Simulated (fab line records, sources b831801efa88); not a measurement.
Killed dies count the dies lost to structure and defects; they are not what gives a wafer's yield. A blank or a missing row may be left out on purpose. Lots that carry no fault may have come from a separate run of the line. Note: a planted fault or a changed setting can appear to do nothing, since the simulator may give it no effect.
The same fault as seen by 2 desks | flow sky130 | each desk holds nothing but its own numbers, with what lay behind them at the end

== THE METROLOGY DESK ==
Lot by lot, what the gauges showed, no matter which tool ran the lot: averages of those sampled wafers that carry a number. Any lot whose mean is over 4 standard deviations away from the usual mean is out of limits and marked OUT; that distance is given in the brackets.
Columns: A = VIA4_HDPCVD_THK at SKY_VIA4_THK_MEAS_01, usual 1750 nm; B = VIA4_BOW at SKY_VIA4_BOW_MEAS_03, usual 82 um; C = VIA4_OVL at SKY_VIA4_OVL_MEAS_11, usual -0.2 nm
lot  | first seen here | A    | B  | C
L995 | day 42 19:32    | 1762 | 89 | -2.1
L998 | day 42 19:48    | 1737 | 83 | -0.5
L104 | day 43 23:31    | 1762 | 83 | 0.3
L106 | day 48 05:12    | 1734 | 86 | 1.0
L111 | day 48 10:33    | 1763 | 82 | 1.4
L117 | day 48 13:48    | 1741 | 84 | -1.4
L113 | day 48 16:08    | 1737 | 84 | 1.4
Result from this desk: across the 7 lots, nothing is out of limits.

== TOOL OWNER'S DESK, iline-stepper-02 ==
The tool's own readings at SKY_VIA4_EXPOSE_08 (exposes mask VIM4, target cd 800 nm): means of the sampled wafers that have a number, for each lot that ran on this tool. Any lot whose mean is over 4 standard deviations away from the usual mean is out of limits and marked OUT; that distance is given in the brackets.
Columns: A = exposure-dose-mJ-cm2 at SKY_VIA4_EXPOSE_08, usual 131.98; B = focus-offset-nm at SKY_VIA4_EXPOSE_08, usual 0.0 nm
lot  | first seen here | A                | B
L104 | day 44 11:50    | 132.03           | -1.5
L106 | day 48 16:13    | 129.82 (-17) OUT | 0.1
L111 | day 48 19:36    | 129.81 (-17) OUT | -0.2
L113 | day 49 00:40    | 129.58 (-18) OUT | 1.0
This desk's verdict: out of limits on L106, L111, L113, starting with L106 at day 48 16:13 (exposure-dose-mJ-cm2 at SKY_VIA4_EXPOSE_08). L104: within limits.

== BROUGHT TOGETHER ==
The tool owner's desk had the chance to raise an alarm at day 48 16:13 on L106, L111, L113.
Metrology desk: nothing out of limits seen.
The metrology desk has L106, L111, L113 on record, within its limits.
Every lot named ran SKY_VIA4_EXPOSE_08 on iline-stepper-02.

== WHAT HAD BEEN PUT IN BY THE SIMULATOR ==
Process parameters drifting: iline-stepper-02 at SKY_VIA4_EXPOSE_08, beginning at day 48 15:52. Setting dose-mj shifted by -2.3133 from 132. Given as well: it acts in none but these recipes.
Struck lots among those shown: L106, L111, L113.
Time in hours from fault onset to the first out-of-limits reading at each desk: the tool owner's desk, 0.
